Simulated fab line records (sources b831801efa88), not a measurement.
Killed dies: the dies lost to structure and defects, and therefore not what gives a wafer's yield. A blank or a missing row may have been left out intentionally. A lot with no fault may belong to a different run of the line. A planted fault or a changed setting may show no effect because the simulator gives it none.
The tool behind it: which one? :: flow gf180mcu :: 39 wafers from 13 lots sampled at 6 of the route's 602 steps

== WHAT EACH GAUGE READ, for each wafer ==
GF_HV_LDD_TW_MEAS_11. Usual: HV_LDD_TW typically reads 2398, with standard deviation 20.
lot: L428
measured: day 10 00:15
on: filmMetro-01
HV_LDD_TW: 2374 2382 2370
flag: 

lot: L429
measured: day 10 08:40
on: filmMetro-03
HV_LDD_TW: 2414 2431 2404
flag: 

lot: L430
measured: day 10 17:07
on: filmMetro-03
HV_LDD_TW: 2407 2414 2408
flag: 

lot: L431
measured: day 10 23:05
on: filmMetro-01
HV_LDD_TW: 2388 2381 2379
flag: 

lot: L432
measured: day 11 06:05
on: filmMetro-01
HV_LDD_TW: 2381 2386 2378
flag: 

lot: L433
measured: day 11 12:19
on: filmMetro-03
HV_LDD_TW: 2426 2438 2436
flag: 

lot: L435
measured: day 12 13:57
on: filmMetro-01
HV_LDD_TW: 2312 2329 2319
flag: OFF

lot: L439
measured: day 13 08:53
on: filmMetro-01
HV_LDD_TW: 2312 2300 2319
flag: OFF

lot: L445
measured: day 15 09:42
on: filmMetro-01
HV_LDD_TW: 2381 2363 2374
flag: 

lot: L446
measured: day 15 12:58
on: filmMetro-01
HV_LDD_TW: 2365 2384 2374
flag: 

lot: L447
measured: day 15 23:55
on: filmMetro-01
HV_LDD_TW: 2376 2373 2379
flag: 

lot: L449
measured: day 16 14:01
on: filmMetro-01
HV_LDD_TW: 2399 2401 2408
flag: 

lot: L450
measured: day 16 22:49
on: filmMetro-03
HV_LDD_TW: 2402 2409 2398
flag: 

GF_HV_LDD_RS_MEAS_53: measures by four-point-probe. Usual: HV_LDD_RS typically reads 418.0 ohm/sq, with standard deviation 1.
lot: L428
measured: day 12 09:37
on: filmMetro-01
HV_LDD_RS (ohm/sq): 417.9 417.7 417.8
flag: 

lot: L429
measured: day 12 19:41
on: filmMetro-01
HV_LDD_RS (ohm/sq): 417.6 417.2 417.8
flag: 

lot: L430
measured: day 13 03:45
on: filmMetro-01
HV_LDD_RS (ohm/sq): 418.1 417.5 417.5
flag: 

lot: L431
measured: day 13 10:32
on: filmMetro-01
HV_LDD_RS (ohm/sq): 419.2 418.2 418.5
flag: 

lot: L432
measured: day 13 17:36
on: filmMetro-03
HV_LDD_RS (ohm/sq): 419.9 418.8 419.8
flag: 

lot: L433
measured: day 14 01:34
on: filmMetro-01
HV_LDD_RS (ohm/sq): 419.0 417.5 418.4
flag: 

lot: L435
measured: day 15 05:10
on: filmMetro-03
HV_LDD_RS (ohm/sq): 437.0 437.4 437.5
flag: OFF

lot: L439
measured: day 16 01:43
on: filmMetro-03
HV_LDD_RS (ohm/sq): 438.5 438.4 438.3
flag: OFF

lot: L445
measured: day 18 06:25
on: filmMetro-03
HV_LDD_RS (ohm/sq): 418.9 417.0 418.8
flag: 

lot: L446
measured: day 18 09:22
on: filmMetro-03
HV_LDD_RS (ohm/sq): 417.5 418.1 418.4
flag: 

lot: L447
measured: day 18 21:43
on: filmMetro-04
HV_LDD_RS (ohm/sq): 419.6 420.1 419.2
flag: 

lot: L449
measured: day 19 13:09
on: filmMetro-03
HV_LDD_RS (ohm/sq): 416.9 417.9 418.0
flag: 

lot: L450
measured: day 19 23:20
on: filmMetro-01
HV_LDD_RS (ohm/sq): 416.1 416.1 417.1
flag: 

GF_V2_THK_MEAS_25: measures by xrf. Usual: V2_W_THK typically reads 356 nm, with standard deviation 6.4.
lot: L428
measured: day 20 11:14
on: filmMetro-04
V2_W_THK (nm): 353 362 362
flag: 

lot: L429
measured: day 20 18:19
on: filmMetro-03
V2_W_THK (nm): 373 369 370
flag: 

lot: L430
measured: day 21 06:25
on: filmMetro-01
V2_W_THK (nm): 360 364 358
flag: 

lot: L431
measured: day 21 14:31
on: filmMetro-01
V2_W_THK (nm): 358 357 365
flag: 

lot: L432
measured: day 21 21:58
on: filmMetro-01
V2_W_THK (nm): 351 351 356
flag: 

lot: L433
measured: day 22 06:52
on: filmMetro-04
V2_W_THK (nm): 351 358 352
flag: 

lot: L435
measured: day 23 11:44
on: filmMetro-03
V2_W_THK (nm): 347 361 349
flag: 

lot: L439
measured: day 24 08:56
on: filmMetro-03
V2_W_THK (nm): 358 343 354
flag: 

lot: L445
measured: day 26 12:00
on: filmMetro-03
V2_W_THK (nm): 356 354 362
flag: 

lot: L446
measured: day 26 13:20
on: filmMetro-01
V2_W_THK (nm): 363 358 364
flag: 

lot: L447
measured: day 26 23:05
on: filmMetro-04
V2_W_THK (nm): 364 361 353
flag: 

lot: L449
measured: day 27 13:58
on: filmMetro-04
V2_W_THK (nm): 351 360 349
flag: 

lot: L450
measured: day 27 22:10
on: filmMetro-04
V2_W_THK (nm): 355 358 358
flag: 

GF_M3_CD_MEAS_14 targets a cd of 280 nm. Usual: cdNm at 279.9 nm, with a standard deviation of 1.5.
lot: L428
measured: day 21 12:13
on: cdSem-02
cdNm (nm): 280.2 279.8 279.7
flag: 

lot: L429
measured: day 21 18:31
on: cdSem-01
cdNm (nm): 279.6 279.6 280.2
flag: 

lot: L430
measured: day 22 06:22
on: cdSem-02
cdNm (nm): 278.1 278.0 277.5
flag: 

lot: L431
measured: day 22 14:40
on: cdSem-02
cdNm (nm): 281.3 281.7 281.5
flag: 

lot: L432
measured: day 22 21:44
on: cdSem-01
cdNm (nm): 277.1 277.7 278.4
flag: 

lot: L433
measured: day 23 06:40
on: cdSem-01
cdNm (nm): 281.1 280.1 280.4
flag: 

lot: L435
measured: day 24 11:02
on: cdSem-01
cdNm (nm): 280.8 281.9 281.3
flag: 

lot: L439
measured: day 25 07:28
on: cdSem-02
cdNm (nm): 276.8 277.5 278.6
flag: 

lot: L445
measured: day 27 08:52
on: cdSem-02
cdNm (nm): 281.0 281.0 280.4
flag: 

lot: L446
measured: day 27 10:20
on: cdSem-01
cdNm (nm): 280.5 281.3 283.0
flag: 

lot: L447
measured: day 27 19:46
on: cdSem-01
cdNm (nm): 281.1 280.8 279.4
flag: 

lot: L449
measured: day 28 10:13
on: cdSem-02
cdNm (nm): 280.9 282.2 281.5
flag: 

lot: L450
measured: day 28 17:50
on: cdSem-01
cdNm (nm): 279.8 279.2 279.8
flag: 

== TOOL THAT RAN EACH LOT (tool first, then ch and the chambers of the sampled wafers, then the start) ==
lot: L428
GF_HV_LDD_IMPLANT_09: implanter-01 ch 0, day 10 00:00
GF_V2_CVD_23: cvdW-02 ch 0,1, day 20 11:01

lot: L429
GF_HV_LDD_IMPLANT_09: implanter-03 ch 0, day 10 08:25
GF_V2_CVD_23: cvdW-01 ch 0, day 20 18:05

lot: L430
GF_HV_LDD_IMPLANT_09: implanter-03 ch 0, day 10 16:52
GF_V2_CVD_23: cvdW-02 ch 0, day 21 06:11

lot: L431
GF_HV_LDD_IMPLANT_09: implanter-03 ch 0, day 10 22:48
GF_V2_CVD_23: cvdW-01 ch 0,1, day 21 14:17

lot: L432
GF_HV_LDD_IMPLANT_09: implanter-01 ch 0, day 11 05:51
GF_V2_CVD_23: cvdW-02 ch 1, day 21 21:43

lot: L433
GF_HV_LDD_IMPLANT_09: implanter-01 ch 0, day 11 12:04
GF_V2_CVD_23: cvdW-02 ch 0,1, day 22 06:38

lot: L435
GF_HV_LDD_IMPLANT_09: implanter-01 ch 0, day 12 13:31
GF_V2_CVD_23: cvdW-02 ch 0,1, day 23 11:29

lot: L439
GF_HV_LDD_IMPLANT_09: implanter-01 ch 0, day 13 08:39
GF_V2_CVD_23: cvdW-01 ch 0,1, day 24 08:41

lot: L445
GF_HV_LDD_IMPLANT_09: implanter-03 ch 0, day 15 09:27
GF_V2_CVD_23: cvdW-01 ch 0,1, day 26 11:46

lot: L446
GF_HV_LDD_IMPLANT_09: implanter-04 ch 0, day 15 12:43
GF_V2_CVD_23: cvdW-01 ch 0,1, day 26 13:05

lot: L447
GF_HV_LDD_IMPLANT_09: implanter-03 ch 0, day 15 23:40
GF_V2_CVD_23: cvdW-01 ch 0,1, day 26 22:52

lot: L449
GF_HV_LDD_IMPLANT_09: implanter-04 ch 0, day 16 13:46
GF_V2_CVD_23: cvdW-02 ch 0,1, day 27 13:44

lot: L450
GF_HV_LDD_IMPLANT_09: implanter-04 ch 0, day 16 22:34
GF_V2_CVD_23: cvdW-02 ch 0,1, day 27 21:57
- GF_HV_LDD_IMPLANT_09
- GF_V2_CVD_23: deposits W, target thk 350 nm, time 104.94 s.

== AS READ BY THE TOOLS THEMSELVES (means over the sampled wafers that have a number; for cases with no such wafer, the mark the record gives instead) ==
GF_HV_LDD_IMPLANT_09. Usual: doseIonsCm2 1.0003e+14, standard deviation 1.1e+11; faradayCurrentUA 564, standard deviation 11.
lot: L428
tool: implanter-01
doseIonsCm2: 9.9963e+13
faradayCurrentUA: 563
flag: 

lot: L429
tool: implanter-03
doseIonsCm2: 9.9920e+13
faradayCurrentUA: 563
flag: 

lot: L430
tool: implanter-03
doseIonsCm2: 1.0008e+14
faradayCurrentUA: 563
flag: 

lot: L431
tool: implanter-03
doseIonsCm2: 1.0001e+14
faradayCurrentUA: 561
flag: 

lot: L432
tool: implanter-01
doseIonsCm2: 1.0004e+14
faradayCurrentUA: 572
flag: 

lot: L433
tool: implanter-01
doseIonsCm2: 1.0013e+14
faradayCurrentUA: 561
flag: 

lot: L435
tool: implanter-01
doseIonsCm2: 9.0107e+13
faradayCurrentUA: 514
flag: OFF

lot: L439
tool: implanter-01
doseIonsCm2: 9.0077e+13
faradayCurrentUA: 512
flag: OFF

lot: L445
tool: implanter-03
doseIonsCm2: 1.0000e+14
faradayCurrentUA: 551
flag: 

lot: L446
tool: implanter-04
doseIonsCm2: 1.0015e+14
faradayCurrentUA: 568
flag: 

lot: L447
tool: implanter-03
doseIonsCm2: 9.9943e+13
faradayCurrentUA: 566
flag: 

lot: L449
tool: implanter-04
doseIonsCm2: 1.0014e+14
faradayCurrentUA: 555
flag: 

lot: L450
tool: implanter-04
doseIonsCm2: 1.0014e+14
faradayCurrentUA: 569
flag: 

GF_V2_CVD_23. Usual: heaterPowerW at 795 W, with a standard deviation of 85.
lot: L428
tool: cvdW-02
heaterPowerW (W): 756
flag: 

lot: L429
tool: cvdW-01
heaterPowerW (W): 838
flag: 

lot: L430
tool: cvdW-02
heaterPowerW (W): 809
flag: 

lot: L431
tool: cvdW-01
heaterPowerW (W): 853
flag: 

lot: L432
tool: cvdW-02
heaterPowerW (W): 644
flag: 

lot: L433
tool: cvdW-02
heaterPowerW (W): 695
flag: 

lot: L435
tool: cvdW-02
heaterPowerW (W): 697
flag: 

lot: L439
tool: cvdW-01
heaterPowerW (W): 846
flag: 

lot: L445
tool: cvdW-01
heaterPowerW (W): 852
flag: 

lot: L446
tool: cvdW-01
heaterPowerW (W): 854
flag: 

lot: L447
tool: cvdW-01
heaterPowerW (W): 854
flag: 

lot: L449
tool: cvdW-02
heaterPowerW (W): 703
flag: 

lot: L450
tool: cvdW-02
heaterPowerW (W): 748
flag: 

== THE ANSWER, worked out from the rows above alone ==
Rule: lot off if the mean of its wafers having a number is beyond 3 standard deviations from the usual mean. Also off: a lot with no number at a reading for which 4 or more lots have one. The other lots that the step has rows for count as sound. Order of review: gauges by route order, followed by the tools' own readings, for which a lot's mean as printed above is used. The first step at which some lot is off is used, and at that step the reading that is off furthest; a lot without a number counts as furthest.
Off: L435, L439, seen at GF_HV_LDD_TW_MEAS_11 (HV_LDD_TW).
If a tool, at a process step before that reading, ran all the lots that are off and no sound lot after the first of them, it fits. Not tried: the gauges at GF_HV_LDD_TW_MEAS_11; whatever is off there is also off at GF_HV_LDD_RS_MEAS_53, on other tools, and gauge error can't account for it. One fits: GF_HV_LDD_IMPLANT_09 on implanter-01. A fault onset in the window from L433 (day 11 12:04, its last sound lot) to L435 (day 12 13:31, its first lot off) fits.
The tool's own readings at GF_HV_LDD_IMPLANT_09 bear it out: on the lots that are off they differ by more than 5 times the standard deviation of the sound lots' means. doseIonsCm2 reads 9.0092e+13 there against 1.0005e+14 on the sound lots; faradayCurrentUA reads 513 there against 563 on the sound lots.

== WHAT WAS PUT IN BY THE SIMULATOR ==
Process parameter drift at GF_HV_LDD_IMPLANT_09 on implanter-01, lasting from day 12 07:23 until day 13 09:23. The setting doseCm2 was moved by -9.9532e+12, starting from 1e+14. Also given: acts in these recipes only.
Struck lots among those shown: L435, L439. Same finding as the rule above.
